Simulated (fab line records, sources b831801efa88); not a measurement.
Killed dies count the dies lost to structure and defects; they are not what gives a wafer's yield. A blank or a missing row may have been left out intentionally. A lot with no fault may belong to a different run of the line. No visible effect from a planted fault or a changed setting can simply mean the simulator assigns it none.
fab line records | flow gf180mcu
record lots=13 wafers=39 last-day=34
route steps=602 shown STI@23 NWELL@52 MVSD@77 VT_IMPLANT@103
lots with no fault: from the same line, run without faults
start-h: hours from the record's opening day to when the first of the lot's shown wafers began | wait-h: how many hours have passed since the lot's step before this one | " same as the row above | L1.1+2: one row covering several wafers at once | - no value, or no start was given | * or withheld: withheld | < > ~ a bound
route shown NAME@n: a module of which the file shows steps, and the number in the route of the first | usual: mean/standard deviation taken from wafers without a fault | same: alike in all rows | chamber/n: place in a boat | sites: the reading at each site | _std_site: the standard deviation of these | _edge_site: mean of outer sites minus mean of inner sites | radius-mm: how far each site lies from the wafer's centre | mask NAME#n: copy n | behind: the last tool/chamber to shape the wafer | hold: cause of the lot's hold/its duration in hours/its outcome | device: which transistor (n, p or np) failed to switch | end of line: tests of these same wafers at the route's end | a step given without rows: its recipe and nothing more | killed: dies that structure and defects cost at the first sort, which is not the same as the wafer's yield | map: per-die view of a wafer (x killed, . not killed, _ where there is no die)
set.NAME: setting as actually run; set.NAME@STEP: the setting as run at that earlier step | model.NAME: the simulator's own value behind a step, which no gauge read
a sample of lots followed through the steps of the route, with each step as a table and each wafer as a row
services: from which hour (start-h, from the record's first day; less than 0 if before it) a tool's chamber was out of use, for how many hours, and why
## steps
# step GF_STI_THK_MEAS_22
# recipe reads=SiO2_of_STI_OXIDATION_21
# usual STI_OXIDATION_01_THK=14.93/0.3
# columns lot.wafer tool chamber start-h wait-h STI_OXIDATION_01_THK[nm]
L884.2 film-metro-01 - 29.38 0.0 14.96
L884.4 " - " " 14.51
L884.5 " - " " 14.83
L885.1 film-metro-03 - 37.74 0.0 15.51
L885.2 " - " " 15.61
L885.3 " - " " 15.35
L887.2 film-metro-03 - 43.96 0.0 15.08
L887.5 " - " " 14.77
L887.6 " - " " 15.09
L888.2 film-metro-01 - 50.53 0.0 15.49
L888.3 " - " " 15.12
L888.5 " - " " 15.05
L890.1 film-metro-03 - 59.34 0.0 14.91
L890.2 " - " " 14.93
L890.4 " - " " 14.88
L893.1 film-metro-01 - 73.62 0.0 14.14
L893.3 " - " " 14.32
L893.4 " - " " 14.34
L898.1 film-metro-04 - 102.20 0.0 14.83
L898.5 " - " " 14.64
L898.6 " - " " 15.07
L899.1 film-metro-04 - 105.34 0.0 14.65
L899.3 " - " " 14.93
L899.6 " - " " 15.00
L902.1 film-metro-03 - 122.93 0.0 14.66
L902.2 " - " " 14.64
L902.4 " - " " 14.61
L903.1 film-metro-01 - 127.85 0.0 14.90
L903.2 " - " " 14.73
L903.3 " - " " 14.92
L905.1 film-metro-03 - 135.64 0.0 14.84
L905.3 " - " " 15.06
L905.5 " - " " 15.00
L906.1 film-metro-04 - 144.51 0.0 15.40
L906.2 " - " " 15.14
L906.3 " - " " 15.52
L907.2 film-metro-04 - 146.27 0.0 14.99
L907.3 " - " " 14.97
L907.5 " - " " 14.93
# step GF_NWELL_STRIP_10
# recipe chemistry=O2/N2 power-w=1400 pressure-mtorr=1500 platen-temp-c=250 o2-flow-sccm=2888 n2-flow-sccm=300 overash-fraction=0.5
# usual drypump-motor-current-A=5.8/0.54 heater-power-w=323/21 oes-product-au=0.721/0.004 strip-time-to-endpoint-s=37.04/0.098
# columns lot.wafer tool chamber start-h wait-h drypump-motor-current-A heater-power-w oes-product-au rf-hours-counter-h strip-time-to-endpoint-s
L884.2 plasma-asher-02 0 60.70 0.1 5.6 306 0.723 40 37.10
L884.4 " 0 " " 5.6 296 0.721 - 37.15
L884.5 " 1 " " 6.5 322 0.715 - 37.21
L885.1 plasma-asher-02 1 67.96 0.1 6.5 318 0.726 41 36.93
L885.2 " 0 " " 5.6 296 0.727 41 37.05
L885.3 " 0 " " 5.6 294 0.719 - 37.00
L887.2 plasma-asher-02 1 72.31 0.1 6.4 312 0.719 42 37.19
L887.5 " 0 " " 5.6 298 0.723 - 36.94
L887.6 " 1 " " 6.4 317 0.722 - 36.97
L888.2 plasma-asher-02 0 80.46 0.1 5.6 301 0.712 42 37.00
L888.3 " 0 " " 5.6 298 0.723 - 37.01
L888.5 " 0 " " 5.6 306 0.728 - 37.03
L890.1 plasma-asher-02 0 88.15 0.1 5.6 300 0.718 43 36.88
L890.2 " 1 " " 6.5 313 0.720 43 36.93
L890.4 " 1 " " 6.4 314 0.732 - 36.91
L893.1 plasma-asher-02 0 103.20 0.1 5.6 287 0.717 45 36.90
L893.3 " 0 " " 5.6 299 0.723 - 36.76
L893.4 " 1 " " 6.4 319 0.715 - 36.79
L898.1 plasma-asher-01 1 135.81 0.1 5.0 312 0.725 37 37.17
L898.5 " 1 " " 5.0 316 0.720 - 37.06
L898.6 " 0 " " 6.7 371 0.728 - 37.06
L899.1 plasma-asher-02 1 139.85 0.1 6.5 313 0.719 3 37.07
L899.3 " 0 " " 5.6 318 0.717 - 37.17
L899.6 " 0 " " 5.6 318 0.723 - 37.02
L902.1 plasma-asher-01 1 157.45 0.1 5.0 310 0.722 40 37.11
L902.2 " 0 " " 6.7 370 0.727 40 37.06
L902.4 " 1 " " 5.0 306 0.727 - 37.06
L903.1 plasma-asher-01 1 163.45 0.1 5.0 312 0.716 41 36.98
L903.2 " 0 " " 6.7 377 0.723 41 36.98
L903.3 " 0 " " 6.8 360 0.720 - 36.90
L905.1 plasma-asher-03 1 169.11 0.1 5.7 322 0.724 55 36.96
L905.3 " 0 " " 5.3 352 0.722 - 37.03
L905.5 " 1 " " 5.7 326 0.719 - 37.08
L906.1 plasma-asher-02 1 180.46 0.1 6.4 307 0.715 7 37.17
L906.2 " 0 " " 5.6 308 0.721 7 37.12
L906.3 " 0 " " 5.6 320 0.722 - 37.17
L907.2 plasma-asher-02 1 181.90 0.1 6.4 302 0.714 7 37.03
L907.3 " 0 " " 5.7 312 0.723 - 36.96
L907.5 " 0 " " 5.6 320 0.720 - 37.02
# step GF_MVSD_TW_MEAS_11
# usual MVSD_TW=1579/19
# columns lot.wafer tool chamber start-h wait-h MVSD_TW
L884.2 film-metro-01 - 88.81 0.1 1609
L884.4 " - " " 1604
L884.5 " - " " 1602
L885.1 film-metro-02 - 95.80 0.1 1571
L885.2 " - " " 1566
L885.3 " - " " 1553
L887.2 film-metro-04 - 100.56 0.1 1580
L887.5 " - " " 1587
L887.6 " - " " 1582
L888.2 film-metro-01 - 108.92 0.1 1605
L888.3 " - " " 1604
L888.5 " - " " 1603
L890.1 film-metro-01 - 116.66 0.1 1597
L890.2 " - " " 1609
L890.4 " - " " 1597
L893.1 film-metro-02 - 133.00 0.1 1553
L893.3 " - " " 1554
L893.4 " - " " 1554
L898.1 film-metro-02 - 167.51 0.1 1555
L898.5 " - " " 1564
L898.6 " - " " 1555
L899.1 film-metro-04 - 172.41 0.1 1565
L899.3 " - " " 1572
L899.6 " - " " 1578
L902.1 film-metro-02 - 190.50 0.1 1565
L902.2 " - " " 1559
L902.4 " - " " 1568
L903.1 film-metro-04 - 196.95 0.1 1565
L903.2 " - " " 1568
L903.3 " - " " 1568
L905.1 film-metro-02 - 203.96 0.1 1573
L905.3 " - " " 1570
L905.5 " - " " 1574
L906.1 film-metro-02 - 215.85 0.1 1572
L906.2 " - " " 1553
L906.3 " - " " 1555
L907.2 film-metro-01 - 217.16 0.1 1596
L907.3 " - " " 1603
L907.5 " - " " 1604
# step GF_VT_IMPLANT_COAT_13
# recipe resist=NOVOLAK spin-rpm=3000 resist-thk-nm=1000
# columns lot.wafer tool chamber start-h wait-h
L884.2+4+5 litho-track-02 0 125.10 0.1
L885.1+2+3 litho-track-03 0 132.11 0.1
L887.2+5+6 litho-track-01 0 136.54 0.1
L888.2+3+5 litho-track-02 0 146.25 0.1
L890.1+2+4 litho-track-02 0 155.67 0.1
L893.1+3+4 litho-track-02 0 172.87 0.1
L898.1+5+6 litho-track-03 0 210.21 0.1
L899.1+3+6 litho-track-01 0 215.21 0.1
L902.1+2+4 litho-track-02 0 234.17 0.1
L903.1+2+3 litho-track-01 0 240.26 0.1
L905.1+3+5 litho-track-03 0 248.36 0.1
L906.1+2+3 litho-track-02 0 261.52 0.1
L907.2+3+5 litho-track-01 0 263.19 0.1
# step GF_VT_IMPLANT_STRIP_20
# recipe chemistry=O2/N2 power-w=1400 pressure-mtorr=1500 platen-temp-c=250 o2-flow-sccm=3000 n2-flow-sccm=300 overash-fraction=0.5
# usual drypump-motor-current-A=5.8/0.58 heater-power-w=328/22 oes-product-au=0.715/0.0045 strip-time-to-endpoint-s=12.64/0.037
# columns lot.wafer tool chamber start-h wait-h drypump-motor-current-A heater-power-w oes-product-au rf-hours-counter-h strip-time-to-endpoint-s
L884.2 plasma-asher-02 0 132.60 0.1 5.6 329 0.714 2 12.63
L884.4 " 0 " " 5.6 321 0.710 - 12.63
L884.5 " 1 " " 6.4 307 0.716 - 12.65
L885.1 plasma-asher-03 0 140.35 0.1 5.3 349 0.716 51 12.60
L885.2 " 1 " " 5.7 327 0.719 51 12.58
L885.3 " 0 " " 5.2 347 0.710 - 12.56
L887.2 plasma-asher-03 1 144.85 0.1 5.7 330 0.716 52 12.63
L887.5 " 0 " " 5.2 353 0.718 - 12.66
L887.6 " 1 " " 5.7 323 0.721 - 12.63
L888.2 plasma-asher-03 1 154.15 0.1 5.7 325 0.713 53 12.62
L888.3 " 1 " " 5.7 331 0.715 - 12.65
L888.5 " 0 " " 5.3 340 0.720 - 12.66
L890.1 plasma-asher-02 0 163.71 0.1 5.6 328 0.715 5 12.09
L890.2 " 1 " " 6.4 306 0.713 5 12.06
L890.4 " 0 " " 5.6 319 0.718 - 12.12
L893.1 plasma-asher-02 1 181.40 0.1 6.5 309 0.716 7 12.09
L893.3 " 1 " " 6.5 309 0.724 - 12.13
L893.4 " 0 " " 5.6 314 0.724 - 12.15
L898.1 plasma-asher-02 0 219.15 0.1 5.6 319 0.715 11 12.65
L898.5 " 0 " " 5.6 319 0.711 - 12.63
L898.6 " 1 " " 6.4 308 0.723 - 12.59
L899.1 plasma-asher-03 0 224.05 0.1 5.2 353 0.711 61 12.65
L899.3 " 0 " " 5.2 345 0.713 - 12.66
L899.6 " 1 " " 5.7 330 0.716 - 12.66
L902.1 plasma-asher-02 1 243.56 0.1 6.4 312 0.716 13 12.62
L902.2 " 0 " " 5.6 323 0.718 13 12.57
L902.4 " 1 " " 6.4 305 0.702 - 12.61
L903.1 plasma-asher-03 1 250.06 0.1 5.7 321 0.712 63 12.63
L903.2 " 0 " " 5.3 351 0.725 63 12.65
L903.3 " 1 " " 5.7 321 0.718 - 12.62
L905.1 plasma-asher-01 0 257.95 0.1 6.7 358 0.711 51 12.62
L905.3 " 0 " " 6.7 371 0.724 - 12.62
L905.5 " 1 " " 5.0 315 0.711 - 12.62
L906.1 plasma-asher-02 1 271.40 0.1 6.4 307 0.717 16 12.61
L906.2 " 0 " " 5.6 320 0.716 16 12.62
L906.3 " 0 " " 5.6 328 0.720 - 12.63
L907.2 plasma-asher-03 0 273.25 0.1 5.2 345 0.712 66 12.74
L907.3 " 1 " " 5.7 324 0.712 - 12.70
L907.5 " 1 " " 5.7 327 0.711 - 12.64
## services
# columns tool chamber start-h hours kind
plasma-asher-01 - 60.46 1.4 repair
plasma-asher-01 - 85.72 5.2 repair
plasma-asher-02 - 108.80 9.0 pm
plasma-asher-02 0 108.80 9.0 vent-cycle
plasma-asher-02 1 108.80 9.0 vent-cycle
plasma-asher-02 0 117.80 - clean
plasma-asher-02 1 117.80 - clean
plasma-asher-02 - 137.73 1.9 repair
plasma-asher-02 - 157.68 1.1 repair
plasma-asher-01 - 185.59 0.7 repair
plasma-asher-01 - 196.87 0.9 repair
plasma-asher-02 - 243.94 6.2 repair
## key
first-sign step=GF_VT_IMPLANT_STRIP_20 reading=strip-time-to-endpoint-s direction=down sigmas=14 usual=* struck=*
effect none on later readings
met-at GF_VT_IMPLANT_COAT_13
struck-lots L890,L893
tester-left-out L890,L893
not-acting-at GF_STI_THK_MEAS_22,GF_NWELL_STRIP_10,GF_MVSD_TW_MEAS_11
onset-between 146.25 155.67
fault kind=process-parameter-drift tool=litho-track-02 chamber=- onset-h=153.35 steps=GF_VT_IMPLANT_COAT_13 channel=resist-thk-nm offset=* shape=step end-h=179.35 acts-in=* stated=*
# tester-left-out: of these lots the tester's yield and bins aren't shown, on N5 and GAA mostly nor the transistor test; their killed dies are dies lost to structure and defects alone, not to doping, threshold or leakage, so they don't give the yield
